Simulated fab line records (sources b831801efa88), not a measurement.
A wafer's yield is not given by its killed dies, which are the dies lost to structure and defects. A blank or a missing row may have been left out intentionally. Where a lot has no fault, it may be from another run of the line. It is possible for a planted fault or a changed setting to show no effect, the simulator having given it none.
2 desks, one fault | flow sky130 | numbers are kept per desk, each desk with only its own; the story behind them comes last

AT THE TOOL OWNER'S DESK: implanter-03
The tool's own readings at SKY_PWDE_IMPLANT_08: means of the sampled wafers that have a number, for each lot that ran on this tool. Marked OUT: a lot whose mean sits more than 4 standard deviations from the usual mean, which makes it out of limits; the brackets give that distance.
Columns: A = beam energy keV at SKY_PWDE_IMPLANT_08, usual 150.01
lot  | first seen here | A
L644 | day 4 15:09     | 150.01
L648 | day 5 11:30     | 150.01
L654 | day 6 21:14     | 149.97
L655 | day 7 00:26     | 150.01
L659 | day 8 03:30     | 147.57 (-52) OUT
L660 | day 8 07:29     | 147.60 (-51) OUT
L661 | day 8 11:52     | 147.67 (-50) OUT
This desk finds L659, L660, L661 out of limits, L659 being first, at day 8 03:30 (beam energy keV at SKY_PWDE_IMPLANT_08). L644, L648, L654, L655: within limits.

METROLOGY DESK
What the gauges read for every lot (on any tool): the sampled wafers with a number, averaged. Marked OUT: a lot whose mean sits more than 4 standard deviations from the usual mean, which makes it out of limits; the brackets give that distance.
Columns: A = NWELL_00_OVL at SKY_NWELL_OVL_MEAS_10, usual 0.3 nm; B = NWELL_TW at SKY_NWELL_TW_MEAS_15, usual 1839
lot  | first seen here | A    | B
L641 | day 4 12:04     | -1.2 | 1844
L644 | day 5 08:39     | -0.7 | 1830
L645 | day 5 13:33     | -0.3 | 1829
L648 | day 6 05:15     | 2.1  | 1828
L649 | day 6 10:36     | 0.9  | 1832
L650 | day 6 19:13     | -0.8 | 1828
L653 | day 7 09:59     | 0.2  | 1839
L654 | day 7 16:23     | 2.6  | 1859
L655 | day 7 20:47     | 0.4  | 1819
L658 | day 8 18:13     | -1.2 | 1846
L659 | day 9 00:49     | -1.3 | 1824
L660 | day 9 04:40     | 0.4  | 1856
L661 | day 9 09:25     | 0.4  | 1856
L663 | day 10 17:17    | -0.7 | 1832
This desk's finding: nothing out of limits on any of the 14 lots.

BROUGHT TOGETHER
The tool owner's desk had the chance to raise an alarm at day 8 03:30 on L659, L660, L661.
From the metrology desk's view, nothing was out of limits.
The metrology desk holds a record of L659, L660, L661, inside its limits.
On implanter-03, each named lot ran SKY_PWDE_IMPLANT_08.

WHAT HAD BEEN PUT IN BY THE SIMULATOR
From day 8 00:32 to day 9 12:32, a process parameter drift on implanter-03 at SKY_PWDE_IMPLANT_08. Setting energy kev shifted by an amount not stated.
Lots struck among those shown: L659, L660, L661.
Delay in hours, fault start to first out-of-limits reading, by desk: the tool owner's desk at 3.
